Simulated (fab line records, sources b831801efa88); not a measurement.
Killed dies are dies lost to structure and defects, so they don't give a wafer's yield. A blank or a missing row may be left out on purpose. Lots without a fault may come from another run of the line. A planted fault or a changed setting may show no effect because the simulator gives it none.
Which tool did it? | flow gf180mcu | 14 lots, 42 wafers sampled, at 3 steps of a route of 602

WHAT THE GAUGES READ, wafer by wafer
The record holds no reading of a measuring or inspecting step that can be judged against a usual standard deviation.

WHICH TOOL RAN EACH LOT (tool, then ch and the chambers of the sampled wafers, then the start)
lot  | GF_V2_CVD_02                    | GF_M3_SPUTTER_02             | GF_M3_SPUTTER_03
L603 | pecvd-03 ch 0,2, day 19 08:17   | pvd_sputter-03, day 20 10:23 | pvd_sputter-03, day 20 10:25
L605 | pecvd-01 ch 1,2, day 20 02:20   | pvd_sputter-03, day 21 04:46 | pvd_sputter-03, day 21 04:47
L606 | pecvd-01 ch 0,1,2, day 20 15:35 | pvd_sputter-03, day 21 18:19 | pvd_sputter-03, day 21 18:20
L607 | pecvd-01 ch 1,2, day 21 05:40   | pvd_sputter-04, day 22 06:59 | pvd_sputter-04, day 22 07:01
L608 | pecvd-03 ch 0,2, day 21 06:42   | pvd_sputter-01, day 22 08:58 | pvd_sputter-01, day 22 08:59
L609 | pecvd-04 ch 0,2, day 22 03:37   | pvd_sputter-03, day 23 05:01 | pvd_sputter-03, day 23 05:03
L613 | pecvd-03 ch 0,1,2, day 23 00:13 | pvd_sputter-03, day 24 00:22 | pvd_sputter-03, day 24 00:23
L612 | pecvd-01 ch 0,2, day 23 03:57   | pvd_sputter-03, day 24 04:49 | pvd_sputter-03, day 24 04:51
L614 | pecvd-04 ch 0,1,2, day 23 19:34 | pvd_sputter-03, day 24 20:20 | pvd_sputter-03, day 24 20:22
L615 | pecvd-01 ch 0,1,2, day 23 22:46 | pvd_sputter-01, day 24 23:08 | pvd_sputter-01, day 24 23:10
L616 | pecvd-01 ch 0,1,2, day 24 08:07 | pvd_sputter-01, day 25 08:31 | pvd_sputter-01, day 25 08:33
L617 | pecvd-04 ch 0,1,2, day 24 11:37 | pvd_sputter-01, day 25 12:52 | pvd_sputter-01, day 25 12:54
L625 | pecvd-04 ch 1,2, day 27 09:51   | pvd_sputter-03, day 28 08:28 | pvd_sputter-03, day 28 08:30
L626 | pecvd-03 ch 1,2, day 27 11:22   | pvd_sputter-04, day 28 09:10 | pvd_sputter-04, day 28 09:11
- GF_V2_CVD_02: deposits SiO2 from TEOS, target thk 850 nm, time 94.851 s.
- GF_M3_SPUTTER_02: material AlCu, target thk 450 nm, time 23.9 s.
- GF_M3_SPUTTER_03: material Ti, target thk 10 nm, time 6.7 s.

WHAT THE TOOLS THEMSELVES READ (means of the sampled wafers that have a number; where no wafer has one, the mark that the record gives instead)
GF_V2_CVD_02.
lot  | tool     | heater_power_w (W) | susceptor_temp_C (C)
L603 | pecvd-03 | 675                | 400.05
L605 | pecvd-01 | 705                | 399.92
L606 | pecvd-01 | 640                | 400.06
L607 | pecvd-01 | 638                | 400.10
L608 | pecvd-03 | 723                | 400.30
L609 | pecvd-04 | 678                | 400.00
L613 | pecvd-03 | 710                | 400.15
L612 | pecvd-01 | 633                | 399.99
L614 | pecvd-04 | 679                | 400.01
L615 | pecvd-01 | 615                | 399.83
L616 | pecvd-01 | 643                | 399.94
L617 | pecvd-04 | 619                | 399.73
L625 | pecvd-04 | 741                | 400.04
L626 | pecvd-03 | 658                | 400.09

GF_M3_SPUTTER_02.
lot  | tool           | cathode_dc_power_W (W) | chamber_pressure_pa (Pa) | throttle_valve_pct (%)
L603 | pvd_sputter-03 | 10599                  | 0.4001                   | 30.1
L605 | pvd_sputter-03 | 10600                  | 0.4003                   | 30.4
L606 | pvd_sputter-03 | 10602                  | 0.3992                   | 30.3
L607 | pvd_sputter-04 | 10600                  | 0.4005                   | 29.9
L608 | pvd_sputter-01 | 10599                  | 0.4000                   | 30.2
L609 | pvd_sputter-03 | 10599                  | 0.3996                   | 30.2
L613 | pvd_sputter-03 | 10600                  | 0.3992                   | 30.2
L612 | pvd_sputter-03 | 10599                  | 0.3998                   | 30.1
L614 | pvd_sputter-03 | 10602                  | 0.3998                   | 30.3
L615 | pvd_sputter-01 | 10600                  | 0.4005                   | 30.5
L616 | pvd_sputter-01 | 10600                  | 0.3996                   | 30.4
L617 | pvd_sputter-01 | 10600                  | 0.4000                   | 30.4
L625 | pvd_sputter-03 | 10601                  | 0.3998                   | 29.8
L626 | pvd_sputter-04 | 10600                  | 0.3990                   | 29.7

GF_M3_SPUTTER_03.
lot  | tool           | cathode_dc_power_W (W) | chamber_pressure_pa (Pa) | throttle_valve_pct (%)
L603 | pvd_sputter-03 | 3000.0                 | 0.3003                   | 29.9
L605 | pvd_sputter-03 | 3000.2                 | 0.3002                   | 30.4
L606 | pvd_sputter-03 | 3000.4                 | 0.2998                   | 30.3
L607 | pvd_sputter-04 | 2999.8                 | 0.3003                   | 29.8
L608 | pvd_sputter-01 | 3000.3                 | 0.2999                   | 30.3
L609 | pvd_sputter-03 | 2999.5                 | 0.2997                   | 30.1
L613 | pvd_sputter-03 | 2999.9                 | 0.2999                   | 30.2
L612 | pvd_sputter-03 | 2999.7                 | 0.2999                   | 30.0
L614 | pvd_sputter-03 | -                      | -                        | -
L615 | pvd_sputter-01 | -                      | -                        | -
L616 | pvd_sputter-01 | 3000.0                 | 0.3001                   | 30.4
L617 | pvd_sputter-01 | 3000.3                 | 0.3002                   | 30.4
L625 | pvd_sputter-03 | 2999.6                 | 0.2995                   | 29.8
L626 | pvd_sputter-04 | 3000.4                 | 0.2999                   | 29.8

THE ANSWER, worked out from the rows above alone
Rule: what is usual is taken from the lots themselves. Put in order of their means at a reading, lots are off if they are a third of the lots or fewer, leave a main group of 4 or more, and stand apart from it by a gap of 3 or more times the standard deviation of the main group's means; of several such gaps the widest counts. A main group whose means are all the same, to the digits that the tables above print for the reading, isn't used. A lot without any number at a reading at which 4 lots or more have one is off too. The other lots that the step has rows for count as sound. The gauges are gone through in route order, then the tools' own readings, and for those a lot's mean is taken as printed above. The first step at which some lot is off is used, and at that step the reading that is off furthest; a lot without a number counts as furthest.
Off: L614, L615, at GF_M3_SPUTTER_03 (cathode_dc_power_W). Without a number there: L614, L615. The main group: mean 3000.0 W, standard deviation 0.3.
A tool fits if, at that step or a process step before it, it ran every lot that is off, and no sound lot after the first of them. None of those tried fits.

WHAT THE SIMULATOR HAD PUT IN
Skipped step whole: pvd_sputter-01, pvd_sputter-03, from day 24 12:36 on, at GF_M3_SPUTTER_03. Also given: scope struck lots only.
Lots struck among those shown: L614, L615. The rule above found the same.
